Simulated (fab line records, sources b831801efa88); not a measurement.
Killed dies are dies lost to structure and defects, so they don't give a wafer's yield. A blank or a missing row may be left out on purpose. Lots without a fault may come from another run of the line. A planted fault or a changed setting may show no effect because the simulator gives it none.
fab line records | flow sky130
record lots=11 wafers=33 last_day=50
route steps=708 shown VT_ADJUST_NCORE@121 LDD_P@265 SD_P@330 CONTACT@406
lots that met no fault: from a run of the same line without faults
start_h: hours from the record's first day to the start of the lot's first wafer shown | wait_h: hours since the lot's step before | " the same as in the row above | L1.1+2: a row that stands for several wafers | - no value, or no start given | * or withheld: withheld | < > ~ a bound
route shown NAME@n: a module of which the file shows steps, and the number in the route of the first | usual: mean/standard deviation of fault-free wafers | same: alike in all rows | chamber/n: place in a boat | sites: the reading at each site | _std_site: their standard deviation | _edge_site: outer sites' mean less inner sites' | radius_mm: how far each site lies from the wafer's centre | mask NAME#n: copy n | behind: the tool/chamber that last shaped the wafer | hold: why the lot was held/for how many hours/how that ended | device: the transistor (n, p or np) that didn't switch | end of line: the same wafers' tests at the end of the route | a step without rows: its recipe alone | killed: dies lost to structure and defects at the first sort, not the wafer's yield | map: a wafer's dies, x killed, . not, _ none there
set.NAME: the setting as run; set.NAME@STEP: as run at that earlier step | model.NAME: the simulator's own value behind a step, which no gauge read
steps of the route over a sample of lots; a table a step, a row a wafer
services: from which hour (start_h, from the record's first day; less than 0 if before it) a tool's chamber was out of use, for how many hours, and why
## steps
# step SKY_VT_ADJUST_NCORE_COAT_02
# recipe resist=NOVOLAK spin_rpm=3000 resist_thk_nm=1140
# columns lot.wafer tool chamber start_h wait_h
L285.1+4+5 litho_track-01 0 170.31 0.1
L286.3+4+6 litho_track-01 0 173.56 0.1
L288.2+3+4 litho_track-04 0 187.01 0.1
L289.2+3+5 litho_track-04 0 194.41 0.1
L293.2+3+5 litho_track-01 0 228.79 0.1
L296.3+5+6 litho_track-02 0 250.51 0.1
L297.1+2+4 litho_track-04 0 257.94 0.1
L298.4+5+6 litho_track-04 0 262.06 0.1
L299.1+2+3 litho_track-04 0 270.49 0.1
L306.1+3+5 litho_track-01 0 316.96 0.1
L308.2+3+5 litho_track-01 0 332.19 0.1
# step SKY_VT_ADJUST_NCORE_CD_MEAS_07
# recipe target_cd_nm=380
# usual cd_nm=379.1/2.4
# columns lot.wafer tool chamber start_h wait_h cd_nm
L285.1 cd_sem-02 - 180.24 0.1 380.2
L285.4 " - " " 379.0
L285.5 " - " " 377.8
L286.3 cd_sem-01 - 183.73 0.1 379.4
L286.4 " - " " 378.6
L286.6 " - " " 377.2
L288.2 cd_sem-02 - 198.46 0.1 383.6
L288.3 " - " " 383.0
L288.4 " - " " 381.3
L289.2 cd_sem-02 - 204.81 0.1 377.9
L289.3 " - " " 378.0
L289.5 " - " " 377.7
L293.2 cd_sem-02 - 240.93 0.1 379.1
L293.3 " - " " 379.4
L293.5 " - " " 378.9
L296.3 cd_sem-01 - 262.90 0.1 378.9
L296.5 " - " " 380.3
L296.6 " - " " 376.0
L297.1 cd_sem-01 - 269.91 0.1 377.0
L297.2 " - " " 379.0
L297.4 " - " " 377.8
L298.4 cd_sem-02 - 274.10 0.1 375.3
L298.5 " - " " 373.8
L298.6 " - " " 377.2
L299.1 cd_sem-01 - 282.84 0.1 385.5
L299.2 " - " " 387.8
L299.3 " - " " 384.0
L306.1 cd_sem-01 - 330.46 0.1 375.9
L306.3 " - " " 378.7
L306.5 " - " " 376.2
L308.2 cd_sem-01 - 345.63 0.1 380.1
L308.3 " - " " 381.6
L308.5 " - " " 379.6
# step SKY_VT_ADJUST_NCORE_STRIP_10
# recipe chemistry=O2/N2 power_w=1400 pressure_mtorr=1500 platen_temp_c=withheld o2_flow_sccm=3000 n2_flow_sccm=300 overash_fraction=0.5
# usual drypump_motor_current_A=6.2/0.42 oes_product_au=0.716/0.004 strip_time_to_endpoint_s=14.18/0.033
# columns lot.wafer tool chamber start_h wait_h drypump_motor_current_A oes_product_au rf_hours_counter_h strip_time_to_endpoint_s
L285.1 plasma_asher-02 1 180.54 0.1 6.4 0.717 52 14.19
L285.4 " 1 " " 6.4 0.721 - 14.19
L285.5 " 1 " " 6.4 0.721 - 14.18
L286.3 plasma_asher-02 0 184.03 0.1 6.6 0.726 - 14.12
L286.4 " 1 " " 6.5 0.717 - 14.20
L286.6 " 1 " " 6.5 0.719 - 14.18
L288.2 plasma_asher-02 1 198.74 0.1 6.5 0.714 54 14.18
L288.3 " 0 " " 6.6 0.709 - 14.14
L288.4 " 1 " " 6.4 0.716 - 14.22
L289.2 plasma_asher-01 1 205.09 0.1 6.6 0.713 37 14.20
L289.3 " 1 " " 6.6 0.720 - 14.18
L289.5 " 1 " " 6.5 0.714 - 14.16
L293.2 plasma_asher-02 0 241.21 0.1 6.6 0.714 57 14.19
L293.3 " 1 " " 6.5 0.713 - 14.14
L293.5 " 1 " " 6.4 0.718 - 14.18
L296.3 plasma_asher-02 0 263.20 0.1 6.6 0.719 - 14.12
L296.5 " 1 " " 6.5 0.713 - 14.16
L296.6 " 0 " " 6.6 0.713 - 14.19
L297.1 plasma_asher-01 1 270.22 0.1 6.6 0.710 44 14.23
L297.2 " 0 " " 5.4 0.718 44 14.21
L297.4 " 0 " " 5.4 0.708 - 14.22
L298.4 plasma_asher-03 0 274.38 0.1 5.9 0.720 - 14.22
L298.5 " 1 " " 6.4 0.717 - 14.20
L298.6 " 0 " " 6.0 0.719 - 14.20
L299.1 plasma_asher-01 1 283.14 0.1 6.6 0.721 45 13.58
L299.2 " 0 " " 5.4 0.715 45 13.55
L299.3 " 1 " " 6.6 0.715 - 13.56
L306.1 plasma_asher-03 0 330.77 0.1 6.0 0.714 59 14.20
L306.3 " 1 " " 6.4 0.716 - 14.20
L306.5 " 1 " " 6.4 0.720 - 14.17
L308.2 plasma_asher-01 0 345.91 0.1 5.4 0.714 52 14.17
L308.3 " 0 " " 5.4 0.720 - 14.17
L308.5 " 1 " " 6.6 0.713 - 14.15
# step SKY_LDD_P_STRIP_10
# recipe chemistry=O2/N2 power_w=1400 pressure_mtorr=1500 platen_temp_c=withheld o2_flow_sccm=3000 n2_flow_sccm=300 overash_fraction=0.5
# usual drypump_motor_current_A=6.2/0.46 oes_product_au=0.716/0.0042 strip_time_to_endpoint_s=14.17/0.043
# columns lot.wafer tool chamber start_h wait_h drypump_motor_current_A oes_product_au rf_hours_counter_h strip_time_to_endpoint_s
L285.1 plasma_asher-03 0 430.44 0.1 5.9 0.721 0 14.22
L285.4 " 1 " " 6.4 0.719 - 14.18
L285.5 " 1 " " 6.4 0.717 - 14.21
L286.3 plasma_asher-01 1 433.35 0.1 6.6 0.720 - 14.17
L286.4 " 0 " " 5.4 0.710 - 14.12
L286.6 " 1 " " 6.6 0.716 - 14.13
L288.2 plasma_asher-03 1 458.19 0.1 6.4 0.719 3 14.16
L288.3 " 0 " " 5.9 0.711 - 14.07
L288.4 " 1 " " 6.4 0.715 - 14.10
L289.2 plasma_asher-03 0 461.21 0.1 5.9 0.712 3 14.19
L289.3 " 1 " " 6.4 0.711 - 14.15
L289.5 " 0 " " 5.9 0.715 - 14.13
L293.2 plasma_asher-01 0 512.37 0.1 5.4 0.719 68 14.16
L293.3 " 1 " " 6.6 0.709 - 14.13
L293.5 " 0 " " 5.4 0.712 - 14.13
L296.3 plasma_asher-03 0 538.01 0.1 6.0 0.723 - 14.19
L296.5 " 0 " " 6.0 0.719 - 14.20
L296.6 " 1 " " 6.4 0.717 - 14.22
L297.1 plasma_asher-02 1 545.66 0.1 6.4 0.718 86 14.20
L297.2 " 0 " " 6.6 0.718 86 14.16
L297.4 " 1 " " 6.4 0.720 - 14.21
L298.4 plasma_asher-02 0 551.61 0.1 6.6 0.717 - 14.10
L298.5 " 0 " " 6.6 0.717 - 14.15
L298.6 " 1 " " 6.4 0.712 - 14.15
L299.1 plasma_asher-01 0 561.84 0.1 5.4 0.716 74 14.13
L299.2 " 1 " " 6.6 0.713 74 14.22
L299.3 " 1 " " 6.5 0.724 - 14.20
L306.1 plasma_asher-03 0 615.37 0.1 6.0 0.718 19 14.16
L306.3 " 0 " " 6.0 0.716 - 14.15
L306.5 " 1 " " 6.4 0.715 - 14.16
L308.2 plasma_asher-03 1 630.39 0.1 6.4 0.721 20 14.26
L308.3 " 1 " " 6.4 0.714 - 14.19
L308.5 " 1 " " 6.4 0.724 - 14.21
# step SKY_SD_P_STRIP_10
# recipe chemistry=O2/N2 power_w=1400 pressure_mtorr=1500 platen_temp_c=withheld o2_flow_sccm=3000 n2_flow_sccm=300 overash_fraction=0.5
# usual drypump_motor_current_A=6.0/0.42 oes_product_au=0.618/0.0046 strip_time_to_endpoint_s=17.52/0.04
# columns lot.wafer tool chamber start_h wait_h drypump_motor_current_A oes_product_au rf_hours_counter_h strip_time_to_endpoint_s
L285.1 plasma_asher-03 0 586.02 0.1 6.0 0.614 16 17.52
L285.4 " 1 " " 6.4 0.618 - 17.46
L285.5 " 1 " " 6.4 0.627 - 17.52
L286.3 plasma_asher-03 1 589.11 0.1 6.4 0.620 - 17.58
L286.4 " 0 " " 6.0 0.624 - 17.57
L286.6 " 0 " " 5.9 0.622 - 17.56
L288.2 plasma_asher-04 1 611.77 0.1 6.0 0.617 48 17.54
L288.3 " 1 " " 6.0 0.618 - 17.50
L288.4 " 0 " " 5.6 0.625 - 17.50
L289.2 plasma_asher-01 0 612.69 0.1 5.4 0.617 80 17.50
L289.3 " 1 " " 6.6 0.622 - 17.51
L289.5 " 1 " " 6.6 0.611 - 17.51
L293.2 plasma_asher-03 1 661.59 0.1 6.4 0.614 23 17.56
L293.3 " 0 " " 5.9 0.616 - 17.52
L293.5 " 1 " " 6.4 0.623 - 17.51
L296.3 plasma_asher-03 1 685.50 0.1 6.4 0.622 - 17.53
L296.5 " 1 " " 6.4 0.618 - 17.49
L296.6 " 0 " " 6.0 0.615 - 17.53
L297.1 plasma_asher-01 1 694.94 0.1 6.6 0.618 88 17.54
L297.2 " 0 " " 5.4 0.617 88 17.56
L297.4 " 0 " " 5.4 0.616 - 17.51
L298.4 plasma_asher-01 1 697.82 0.1 6.5 0.621 - 17.52
L298.5 " 0 " " 5.4 0.621 - 17.52
L298.6 " 1 " " 6.6 0.615 - 17.48
L299.1 plasma_asher-01 1 707.92 0.1 6.6 0.621 89 17.48
L299.2 " 0 " " 5.4 0.622 89 17.53
L299.3 " 1 " " 6.6 0.618 - 17.50
L306.1 plasma_asher-03 0 758.29 0.1 5.9 0.631 33 17.49
L306.3 " 0 " " 5.9 0.610 - 17.47
L306.5 " 0 " " 5.9 0.619 - 17.47
L308.2 plasma_asher-01 0 776.30 0.1 5.4 0.615 96 17.55
L308.3 " 0 " " 5.4 0.619 - 17.59
L308.5 " 0 " " 5.4 0.624 - 17.56
# step SKY_CONTACT_CVD_00
# recipe material=Si3N4 target_thk_nm=75 temp_c=400 time_s=withheld rf_w=450
# usual heater_power_w=735/110 susceptor_temp_C=399.99/0.21
# columns lot.wafer tool chamber start_h wait_h heater_power_w susceptor_temp_C
L285.1 pecvd-03 0 704.49 0.0 741 400.07
L285.4 " 0 " " 738 399.85
L285.5 " 2 " " 675 399.78
L286.3 pecvd-02 0 706.15 0.0 905 400.02
L286.4 " 1 " " 891 400.07
L286.6 " 2 " " 566 400.09
L288.2 pecvd-01 2 728.78 0.0 752 400.09
L288.3 " 0 " " 682 400.23
L288.4 " 1 " " 707 399.92
L289.2 pecvd-02 0 729.94 0.0 805 400.26
L289.3 " 2 " " 592 400.23
L289.5 " 2 " " 594 400.06
L293.2 pecvd-03 2 775.16 0.0 624 399.50
L293.3 " 0 " " 686 399.82
L293.5 " 1 " " 587 399.90
L296.3 pecvd-01 2 798.01 0.0 637 400.54
L296.5 " 1 " " 729 399.84
L296.6 " 0 " " 784 400.06
L297.1 pecvd-03 2 808.65 0.0 648 400.19
L297.2 " 1 " " 732 400.06
L297.4 " 1 " " 718 399.87
L298.4 pecvd-02 2 809.06 0.0 704 400.03
L298.5 " 0 " " 844 399.57
L298.6 " 1 " " 986 399.94
L299.1 pecvd-03 0 819.49 0.0 751 399.99
L299.2 " 2 " " 586 399.62
L299.3 " 1 " " 651 400.34
L306.1 pecvd-01 2 866.01 0.0 696 400.10
L306.3 " 1 " " 672 399.82
L306.5 " 1 " " 684 400.06
L308.2 pecvd-02 1 885.26 0.0 895 400.19
L308.3 " 2 " " 665 399.83
L308.5 " 1 " " 898 400.31
## services
# columns tool chamber start_h hours kind
plasma_asher-02 - 161.53 2.2 repair
plasma_asher-02 - 229.49 5.3 pm
plasma_asher-03 - 264.96 1.8 repair
plasma_asher-03 - 283.11 3.4 repair
pecvd-03 2 299.45 4.0 repair
plasma_asher-03 - 324.09 1.9 repair
pecvd-03 - 328.94 4.3 pm
plasma_asher-02 - 335.44 14.6 pm
pecvd-03 0 343.56 8.7 repair
pecvd-03 - 354.92 2.3 repair
plasma_asher-01 - 361.38 2.8 pm
plasma_asher-03 - 421.25 9.0 pm
plasma_asher-02 - 458.54 0.5 repair
plasma_asher-02 - 477.86 2.8 pm
plasma_asher-03 - 495.84 2.8 pm
pecvd-02 1 559.51 13.7 repair
plasma_asher-03 - 610.92 1.2 repair
plasma_asher-01 - 682.91 0.3 repair
plasma_asher-02 - 733.75 9.0 pm
plasma_asher-02 - 745.38 0.4 repair
plasma_asher-02 - 807.22 0.5 repair
plasma_asher-03 - 819.56 1.3 repair
plasma_asher-01 - 877.02 18.8 repair
plasma_asher-01 - 879.27 0.5 repair
## key
first_sign step=SKY_VT_ADJUST_NCORE_CD_MEAS_07 reading=cd_nm direction=up sigmas=2.8 usual=379.1 struck=385.8
effect step=SKY_VT_ADJUST_NCORE_STRIP_10 reading=strip_time_to_endpoint_s direction=down sigmas=19 usual=* struck=*
met_at SKY_VT_ADJUST_NCORE_COAT_02
struck_lots L299
tester_left_out L299
not_acting_at SKY_LDD_P_STRIP_10,SKY_SD_P_STRIP_10,SKY_CONTACT_CVD_00
onset_between 262.06 270.49
fault kind=process_parameter_drift tool=litho_track-04 chamber=- onset_h=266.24 steps=SKY_VT_ADJUST_NCORE_COAT_02 channel=resist_thk_nm offset=-50.291 shape=step end_h=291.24 acts_in=these_recipes_only stated=1140
# tester_left_out: of these lots the tester's yield and bins aren't shown, on N5 and GAA mostly nor the transistor test; their killed dies are dies lost to structure and defects alone, not to doping, threshold or leakage, so they don't give the yield
